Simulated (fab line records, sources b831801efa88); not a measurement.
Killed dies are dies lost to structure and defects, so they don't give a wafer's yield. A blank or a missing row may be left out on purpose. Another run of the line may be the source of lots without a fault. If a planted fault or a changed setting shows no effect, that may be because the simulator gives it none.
The tool behind it: which one? :: flow sky130 :: 24 lots, 72 wafers sampled, at 6 steps of a route of 708

== WHAT EACH GAUGE READ, for each wafer ==
SKY_METAL1_THK_MEAS_06: measures by xrf.
lot: L075
measured: day 31 19:53
on: film metro-04
METAL1_ALCU_THK (nm): 252 249 253

lot: L074
measured: day 31 20:11
on: film metro-02
METAL1_ALCU_THK (nm): 250 257 253

lot: L076
measured: day 32 06:38
on: film metro-02
METAL1_ALCU_THK (nm): 252 251 255

lot: L077
measured: day 32 15:29
on: film metro-02
METAL1_ALCU_THK (nm): 257 256 261

lot: L078
measured: day 33 01:48
on: film metro-04
METAL1_ALCU_THK (nm): 254 260 255

lot: L079
measured: day 33 06:46
on: film metro-04
METAL1_ALCU_THK (nm): 250 251 254

lot: L080
measured: day 33 16:55
on: film metro-02
METAL1_ALCU_THK (nm): 252 251 253

lot: L082
measured: day 34 00:40
on: film metro-01
METAL1_ALCU_THK (nm): 248 251 252

lot: L081
measured: day 34 04:24
on: film metro-04
METAL1_ALCU_THK (nm): 254 253 256

lot: L083
measured: day 34 15:07
on: film metro-02
METAL1_ALCU_THK (nm): 250 249 249

lot: L084
measured: day 34 23:28
on: film metro-01
METAL1_ALCU_THK (nm): 247 251 251

lot: L085
measured: day 35 08:02
on: film metro-04
METAL1_ALCU_THK (nm): 258 254 253

lot: L087
measured: day 35 15:46
on: film metro-04
METAL1_ALCU_THK (nm): 256 258 257

lot: L086
measured: day 36 03:55
on: film metro-02
METAL1_ALCU_THK (nm): 254 253 253

lot: L088
measured: day 36 06:58
on: film metro-02
METAL1_ALCU_THK (nm): 252 253 255

lot: L089
measured: day 36 13:29
on: film metro-01
METAL1_ALCU_THK (nm): 253 255 252

lot: L091
measured: day 37 16:38
on: film metro-02
METAL1_ALCU_THK (nm): 253 249 250

lot: L090
measured: day 37 19:11
on: film metro-04
METAL1_ALCU_THK (nm): 255 257 253

lot: L093
measured: day 37 23:39
on: film metro-04
METAL1_ALCU_THK (nm): 255 255 254

lot: L094
measured: day 38 05:07
on: film metro-04
METAL1_ALCU_THK (nm): 256 255 258

lot: L092
measured: day 38 07:36
on: film metro-01
METAL1_ALCU_THK (nm): 248 251 249

lot: L095
measured: day 38 11:28
on: film metro-02
METAL1_ALCU_THK (nm): 254 257 252

lot: L096
measured: day 38 18:26
on: film metro-04
METAL1_ALCU_THK (nm): 257 252 255

lot: L097
measured: day 39 02:52
on: film metro-01
METAL1_ALCU_THK (nm): 247 248 248

SKY_METAL1_CD_MEAS_15 targets a cd of 140 nm.
lot: L075
measured: day 32 23:08
on: cd sem-01
cd nm (nm): 139.7 137.8 140.2

lot: L074
measured: day 32 23:29
on: cd sem-02
cd nm (nm): 143.0 143.7 140.0

lot: L076
measured: day 33 09:01
on: cd sem-02
cd nm (nm): 138.4 139.7 139.2

lot: L077
measured: day 33 17:23
on: cd sem-02
cd nm (nm): 140.0 139.2 138.0

lot: L078
measured: day 34 04:08
on: cd sem-01
cd nm (nm): 139.9 138.2 138.1

lot: L079
measured: day 34 08:31
on: cd sem-02
cd nm (nm): 139.6 140.5 138.7

lot: L080
measured: day 34 19:27
on: cd sem-01
cd nm (nm): 140.9 137.9 139.8

lot: L082
measured: day 35 02:36
on: cd sem-02
cd nm (nm): 141.0 140.6 140.7

lot: L081
measured: day 35 06:47
on: cd sem-01
cd nm (nm): 138.4 141.3 139.6

lot: L083
measured: day 35 17:18
on: cd sem-02
cd nm (nm): 140.9 140.0 137.9

lot: L084
measured: day 36 02:01
on: cd sem-01
cd nm (nm): 138.2 138.7 138.9

lot: L085
measured: day 36 09:43
on: cd sem-01
cd nm (nm): 138.5 139.8 141.9

lot: L087
measured: day 36 17:00
on: cd sem-01
cd nm (nm): 141.2 141.3 139.8

lot: L086
measured: day 37 05:22
on: cd sem-02
cd nm (nm): 141.4 141.2 141.5

lot: L088
measured: day 37 08:26
on: cd sem-02
cd nm (nm): 139.6 139.6 140.4

lot: L089
measured: day 37 15:35
on: cd sem-01
cd nm (nm): 141.5 141.6 141.0

lot: L091
measured: day 38 18:04
on: cd sem-01
cd nm (nm): 140.8 139.5 138.6

lot: L090
measured: day 38 20:37
on: cd sem-01
cd nm (nm): 139.7 140.4 140.0

lot: L093
measured: day 39 00:11
on: cd sem-02
cd nm (nm): 140.4 138.4 139.0

lot: L094
measured: day 39 05:04
on: cd sem-02
cd nm (nm): 137.9 138.2 139.0

lot: L092
measured: day 39 07:56
on: cd sem-02
cd nm (nm): 137.9 138.6 138.6

lot: L095
measured: day 39 12:22
on: cd sem-02
cd nm (nm): 139.3 138.9 140.3

lot: L096
measured: day 39 19:00
on: cd sem-01
cd nm (nm): 140.6 140.8 140.7

lot: L097
measured: day 40 03:37
on: cd sem-02
cd nm (nm): 137.9 137.5 137.7

SKY_VIA1_THK_MEAS_01.
lot: L075
measured: day 33 00:23
on: film metro-03
VIA1_HDPCVD_THK (nm): 1013 988 1019

lot: L074
measured: day 33 00:32
on: film metro-01
VIA1_HDPCVD_THK (nm): 1058 1031 1021

lot: L076
measured: day 33 10:09
on: film metro-03
VIA1_HDPCVD_THK (nm): 1051 1050 1019

lot: L077
measured: day 33 18:31
on: film metro-03
VIA1_HDPCVD_THK (nm): 1008 1001 1018

lot: L078
measured: day 34 05:15
on: film metro-02
VIA1_HDPCVD_THK (nm): 1024 1019 999

lot: L079
measured: day 34 09:33
on: film metro-01
VIA1_HDPCVD_THK (nm): 1040 1036 1051

lot: L080
measured: day 34 20:29
on: film metro-02
VIA1_HDPCVD_THK (nm): 1045 1031 1011

lot: L082
measured: day 35 03:41
on: film metro-02
VIA1_HDPCVD_THK (nm): 1018 1033 1011

lot: L081
measured: day 35 07:52
on: film metro-01
VIA1_HDPCVD_THK (nm): 1000 992 1007

lot: L083
measured: day 35 18:20
on: film metro-02
VIA1_HDPCVD_THK (nm): 1014 999 1009

lot: L084
measured: day 36 03:04
on: film metro-02
VIA1_HDPCVD_THK (nm): 1046 1030 1012

lot: L085
measured: day 36 10:48
on: film metro-01
VIA1_HDPCVD_THK (nm): 1024 1006 993

lot: L087
measured: day 36 18:07
on: film metro-01
VIA1_HDPCVD_THK (nm): 1053 1028 1036

lot: L086
measured: day 37 06:25
on: film metro-03
VIA1_HDPCVD_THK (nm): 1017 987 1005

lot: L088
measured: day 37 09:28
on: film metro-01
VIA1_HDPCVD_THK (nm): 1010 1019 989

lot: L089
measured: day 37 16:38
on: film metro-03
VIA1_HDPCVD_THK (nm): 1034 1019 1019

lot: L091
measured: day 38 19:06
on: film metro-02
VIA1_HDPCVD_THK (nm): 1036 1049 1040

lot: L090
measured: day 38 21:59
on: film metro-02
VIA1_HDPCVD_THK (nm): 1043 1005 1029

lot: L093
measured: day 39 01:38
on: film metro-01
VIA1_HDPCVD_THK (nm): 995 1012 998

lot: L094
measured: day 39 06:06
on: film metro-02
VIA1_HDPCVD_THK (nm): 1041 1048 1062

lot: L092
measured: day 39 08:58
on: film metro-01
VIA1_HDPCVD_THK (nm): 1003 1022 1016

lot: L095
measured: day 39 13:28
on: film metro-03
VIA1_HDPCVD_THK (nm): 1021 1020 1009

lot: L096
measured: day 39 20:02
on: film metro-02
VIA1_HDPCVD_THK (nm): 1036 1029 1005

lot: L097
measured: day 40 04:39
on: film metro-01
VIA1_HDPCVD_THK (nm): 1034 1024 1034

SKY_METAL2_OVL_MEAS_16.
lot: L075
measured: day 35 08:07
on: overlay-02
METAL2_OVL (nm): -1 -4 -4

lot: L074
measured: day 35 08:34
on: overlay-02
METAL2_OVL (nm): 0 2 2

lot: L076
measured: day 35 16:46
on: overlay-01
METAL2_OVL (nm): 2 2 4

lot: L077
measured: day 36 02:00
on: overlay-02
METAL2_OVL (nm): 3 -2 5

lot: L078
measured: day 36 11:55
on: overlay-02
METAL2_OVL (nm): 3 0 -5

lot: L079
measured: day 36 15:02
on: overlay-02
METAL2_OVL (nm): 5 10 7

lot: L080
measured: day 37 02:01
on: overlay-02
METAL2_OVL (nm): 4 6 0

lot: L082
measured: day 37 09:44
on: overlay-02
METAL2_OVL (nm): 11 5 -1

lot: L081
measured: day 37 12:51
on: overlay-01
METAL2_OVL (nm): -1 -8 -9

lot: L083
measured: day 38 00:04
on: overlay-02
METAL2_OVL (nm): -6 -4 -8

lot: L084
measured: day 38 08:05
on: overlay-02
METAL2_OVL (nm): 5 1 2

lot: L085
measured: day 38 16:23
on: overlay-02
METAL2_OVL (nm): 6 1 3

lot: L087
measured: day 38 22:43
on: overlay-01
METAL2_OVL (nm): -2 -5 3

lot: L086
measured: day 39 11:28
on: overlay-01
METAL2_OVL (nm): 6 9 3

lot: L088
measured: day 39 14:26
on: overlay-01
METAL2_OVL (nm): -2 5 4

lot: L089
measured: day 39 21:30
on: overlay-01
METAL2_OVL (nm): 4 -5 -6

lot: L091
measured: day 40 23:02
on: overlay-01
METAL2_OVL (nm): -3 0 -1

lot: L090
measured: day 41 01:40
on: overlay-02
METAL2_OVL (nm): -3 -1 -1

lot: L093
measured: day 41 05:16
on: overlay-02
METAL2_OVL (nm): -3 -2 -3

lot: L094
measured: day 41 09:20
on: overlay-02
METAL2_OVL (nm): 4 -2 4

lot: L092
measured: day 41 11:55
on: overlay-01
METAL2_OVL (nm): 4 2 3

lot: L095
measured: day 41 15:34
on: overlay-02
METAL2_OVL (nm): 5 -1 1

lot: L096
measured: day 41 23:19
on: overlay-02
METAL2_OVL (nm): 7 7 4

lot: L097
measured: day 42 07:23
on: overlay-02
METAL2_OVL (nm): 10 5 7

== TOOL THAT RAN EACH LOT (tool first, then ch and the chambers of the sampled wafers, then the start) ==
lot: L075
SKY_CONTACT_STRIP_19: plasma asher-03 ch 0,1, day 31 18:20
SKY_CONTACT_SPUTTER_23: pvd sputter-02, day 31 18:58

lot: L074
SKY_CONTACT_STRIP_19: plasma asher-03 ch 0,1, day 31 18:41
SKY_CONTACT_SPUTTER_23: pvd sputter-04, day 31 19:17

lot: L076
SKY_CONTACT_STRIP_19: plasma asher-04 ch 0,1, day 32 05:07
SKY_CONTACT_SPUTTER_23: pvd sputter-03, day 32 05:43

lot: L077
SKY_CONTACT_STRIP_19: plasma asher-02 ch 0,1, day 32 13:53
SKY_CONTACT_SPUTTER_23: pvd sputter-03, day 32 14:34

lot: L078
SKY_CONTACT_STRIP_19: plasma asher-03 ch 0,1, day 33 00:17
SKY_CONTACT_SPUTTER_23: pvd sputter-03, day 33 00:53

lot: L079
SKY_CONTACT_STRIP_19: plasma asher-03 ch 0,1, day 33 05:13
SKY_CONTACT_SPUTTER_23: pvd sputter-03, day 33 05:49

lot: L080
SKY_CONTACT_STRIP_19: plasma asher-03 ch 0,1, day 33 15:14
SKY_CONTACT_SPUTTER_23: pvd sputter-02, day 33 15:59

lot: L082
SKY_CONTACT_STRIP_19: plasma asher-04 ch 0,1, day 33 23:02
SKY_CONTACT_SPUTTER_23: pvd sputter-03, day 33 23:44

lot: L081
SKY_CONTACT_STRIP_19: plasma asher-03 ch 1, day 34 02:35
SKY_CONTACT_SPUTTER_23: pvd sputter-03, day 34 03:19

lot: L083
SKY_CONTACT_STRIP_19: plasma asher-02 ch 0,1, day 34 13:32
SKY_CONTACT_SPUTTER_23: pvd sputter-02, day 34 14:11

lot: L084
SKY_CONTACT_STRIP_19: plasma asher-03 ch 0,1, day 34 21:55
SKY_CONTACT_SPUTTER_23: pvd sputter-03, day 34 22:32

lot: L085
SKY_CONTACT_STRIP_19: plasma asher-02 ch 0, day 35 06:29
SKY_CONTACT_SPUTTER_23: pvd sputter-02, day 35 07:07

lot: L087
SKY_CONTACT_STRIP_19: plasma asher-03 ch 0,1, day 35 14:14
SKY_CONTACT_SPUTTER_23: pvd sputter-02, day 35 14:51

lot: L086
SKY_CONTACT_STRIP_19: plasma asher-04 ch 0,1, day 36 02:14
SKY_CONTACT_SPUTTER_23: pvd sputter-03, day 36 02:50

lot: L088
SKY_CONTACT_STRIP_19: plasma asher-04 ch 0,1, day 36 05:28
SKY_CONTACT_SPUTTER_23: pvd sputter-03, day 36 06:02

lot: L089
SKY_CONTACT_STRIP_19: plasma asher-02 ch 0,1, day 36 11:56
SKY_CONTACT_SPUTTER_23: pvd sputter-04, day 36 12:34

lot: L091
SKY_CONTACT_STRIP_19: plasma asher-04 ch 0,1, day 37 15:05
SKY_CONTACT_SPUTTER_23: pvd sputter-03, day 37 15:43

lot: L090
SKY_CONTACT_STRIP_19: plasma asher-03 ch 0,1, day 37 17:40
SKY_CONTACT_SPUTTER_23: pvd sputter-04, day 37 18:14

lot: L093
SKY_CONTACT_STRIP_19: plasma asher-02 ch 0,1, day 37 22:05
SKY_CONTACT_SPUTTER_23: pvd sputter-03, day 37 22:42

lot: L094
SKY_CONTACT_STRIP_19: plasma asher-03 ch 0,1, day 38 03:32
SKY_CONTACT_SPUTTER_23: pvd sputter-02, day 38 04:10

lot: L092
SKY_CONTACT_STRIP_19: plasma asher-04 ch 0,1, day 38 06:04
SKY_CONTACT_SPUTTER_23: pvd sputter-03, day 38 06:40

lot: L095
SKY_CONTACT_STRIP_19: plasma asher-02 ch 0,1, day 38 09:56
SKY_CONTACT_SPUTTER_23: pvd sputter-03, day 38 10:33

lot: L096
SKY_CONTACT_STRIP_19: plasma asher-02 ch 0, day 38 16:53
SKY_CONTACT_SPUTTER_23: pvd sputter-03, day 38 17:31

lot: L097
SKY_CONTACT_STRIP_19: plasma asher-02 ch 0,1, day 39 01:22
SKY_CONTACT_SPUTTER_23: pvd sputter-04, day 39 01:56
- SKY_CONTACT_STRIP_19: strips in O2/N2.
- SKY_CONTACT_SPUTTER_23: material TiN, target thk 20 nm, time 80 s.

== AS READ BY THE TOOLS THEMSELVES (means over the sampled wafers that have a number; for cases with no such wafer, the mark the record gives instead) ==
SKY_CONTACT_STRIP_19.
lot: L075
tool: plasma asher-03
drypump motor current A (A): 5.78
oes product au (a.u.): 0.384
strip time to endpoint s (s): 3.62

lot: L074
tool: plasma asher-03
drypump motor current A (A): 5.78
oes product au (a.u.): 0.383
strip time to endpoint s (s): 3.65

lot: L076
tool: plasma asher-04
drypump motor current A (A): 5.49
oes product au (a.u.): 0.377
strip time to endpoint s (s): 3.59

lot: L077
tool: plasma asher-02
drypump motor current A (A): 5.51
oes product au (a.u.): 0.382
strip time to endpoint s (s): 3.61

lot: L078
tool: plasma asher-03
drypump motor current A (A): 5.61
oes product au (a.u.): 0.382
strip time to endpoint s (s): 3.62

lot: L079
tool: plasma asher-03
drypump motor current A (A): 5.63
oes product au (a.u.): 0.383
strip time to endpoint s (s): 3.59

lot: L080
tool: plasma asher-03
drypump motor current A (A): 5.78
oes product au (a.u.): 0.380
strip time to endpoint s (s): 3.63

lot: L082
tool: plasma asher-04
drypump motor current A (A): 5.49
oes product au (a.u.): 0.381
strip time to endpoint s (s): 3.63

lot: L081
tool: plasma asher-03
drypump motor current A (A): 5.95
oes product au (a.u.): 0.375
strip time to endpoint s (s): 3.61

lot: L083
tool: plasma asher-02
drypump motor current A (A): 5.51
oes product au (a.u.): 0.374
strip time to endpoint s (s): 3.57

lot: L084
tool: plasma asher-03
drypump motor current A (A): 5.79
oes product au (a.u.): 0.383
strip time to endpoint s (s): 3.60

lot: L085
tool: plasma asher-02
drypump motor current A (A): 5.47
oes product au (a.u.): 0.378
strip time to endpoint s (s): 3.59

lot: L087
tool: plasma asher-03
drypump motor current A (A): 5.61
oes product au (a.u.): 0.383
strip time to endpoint s (s): 3.58

lot: L086
tool: plasma asher-04
drypump motor current A (A): 5.49
oes product au (a.u.): 0.377
strip time to endpoint s (s): 3.58

lot: L088
tool: plasma asher-04
drypump motor current A (A): 5.59
oes product au (a.u.): 0.384
strip time to endpoint s (s): 3.65

lot: L089
tool: plasma asher-02
drypump motor current A (A): 5.51
oes product au (a.u.): 0.379
strip time to endpoint s (s): 3.61

lot: L091
tool: plasma asher-04
drypump motor current A (A): 5.49
oes product au (a.u.): 0.383
strip time to endpoint s (s): 3.62

lot: L090
tool: plasma asher-03
drypump motor current A (A): 5.60
oes product au (a.u.): 0.382
strip time to endpoint s (s): 3.61

lot: L093
tool: plasma asher-02
drypump motor current A (A): 5.48
oes product au (a.u.): 0.382
strip time to endpoint s (s): 3.62

lot: L094
tool: plasma asher-03
drypump motor current A (A): 5.77
oes product au (a.u.): 0.381
strip time to endpoint s (s): 3.66

lot: L092
tool: plasma asher-04
drypump motor current A (A): 5.60
oes product au (a.u.): 0.384
strip time to endpoint s (s): 3.61

lot: L095
tool: plasma asher-02
drypump motor current A (A): 5.51
oes product au (a.u.): 0.374
strip time to endpoint s (s): 3.58

lot: L096
tool: plasma asher-02
drypump motor current A (A): 5.47
oes product au (a.u.): 0.385
strip time to endpoint s (s): 3.61

lot: L097
tool: plasma asher-02
drypump motor current A (A): 5.50
oes product au (a.u.): 0.382
strip time to endpoint s (s): 3.60

SKY_CONTACT_SPUTTER_23.
lot: L075
tool: pvd sputter-02
chamber pressure pa (Pa): 4.998
throttle valve pct (%): 30.3

lot: L074
tool: pvd sputter-04
chamber pressure pa (Pa): 4.994
throttle valve pct (%): 29.8

lot: L076
tool: pvd sputter-03
chamber pressure pa (Pa): 5.006
throttle valve pct (%): 29.9

lot: L077
tool: pvd sputter-03
chamber pressure pa (Pa): 5.011
throttle valve pct (%): 29.9

lot: L078
tool: pvd sputter-03
chamber pressure pa (Pa): 5.004
throttle valve pct (%): 30.0

lot: L079
tool: pvd sputter-03
chamber pressure pa (Pa): 4.990
throttle valve pct (%): 30.7

lot: L080
tool: pvd sputter-02
chamber pressure pa (Pa): 5.002
throttle valve pct (%): 29.9

lot: L082
tool: pvd sputter-03
chamber pressure pa (Pa): 4.999
throttle valve pct (%): 30.2

lot: L081
tool: pvd sputter-03
chamber pressure pa (Pa): 5.005
throttle valve pct (%): 30.3

lot: L083
tool: pvd sputter-02
chamber pressure pa (Pa): 5.027
throttle valve pct (%): 30.0

lot: L084
tool: pvd sputter-03
chamber pressure pa (Pa): 4.994
throttle valve pct (%): 30.5

lot: L085
tool: pvd sputter-02
chamber pressure pa (Pa): 5.005
throttle valve pct (%): 29.9

lot: L087
tool: pvd sputter-02
chamber pressure pa (Pa): 4.993
throttle valve pct (%): 29.8

lot: L086
tool: pvd sputter-03
chamber pressure pa (Pa): 5.008
throttle valve pct (%): 30.0

lot: L088
tool: pvd sputter-03
chamber pressure pa (Pa): 5.002
throttle valve pct (%): 30.4

lot: L089
tool: pvd sputter-04
chamber pressure pa (Pa): 5.012
throttle valve pct (%): 29.5

lot: L091
tool: pvd sputter-03
chamber pressure pa (Pa): 4.996
throttle valve pct (%): 30.0

lot: L090
tool: pvd sputter-04
chamber pressure pa (Pa): 4.999
throttle valve pct (%): 29.8

lot: L093
tool: pvd sputter-03
chamber pressure pa (Pa): 5.011
throttle valve pct (%): 29.6

lot: L094
tool: pvd sputter-02
chamber pressure pa (Pa): 5.002
throttle valve pct (%): 30.4

lot: L092
tool: pvd sputter-03
chamber pressure pa (Pa): 5.003
throttle valve pct (%): 30.4

lot: L095
tool: pvd sputter-03
chamber pressure pa (Pa): 5.003
throttle valve pct (%): 30.3

lot: L096
tool: pvd sputter-03
chamber pressure pa (Pa): 5.013
throttle valve pct (%): 30.3

lot: L097
tool: pvd sputter-04
chamber pressure pa (Pa): 4.999
throttle valve pct (%): 29.6

== THE ANSWER, worked out from the rows above alone ==
Rule: the usual values come from the lots themselves. Put in order of their means at a reading, lots are off if they are a third of the lots or fewer, leave a main group of 4 or more, and stand apart from it by a gap of 3 or more times the standard deviation of the main group's means; of several such gaps the widest counts. The tables above print the reading to a certain number of digits; a main group whose means all agree to those digits is not used. A lot without any number at a reading at which 4 lots or more have one is off too. All remaining lots with rows at the step are treated as sound. After the gauges, taken in route order, come the tools' own readings; for these a lot's mean is taken, as printed above. The first step at which some lot is off is used, and at that step the reading that is off furthest; a lot without a number counts as furthest.
Across all readings shown, no lot is off: no conclusion can be drawn from this.

== WHAT HAD BEEN PUT IN BY THE SIMULATOR ==
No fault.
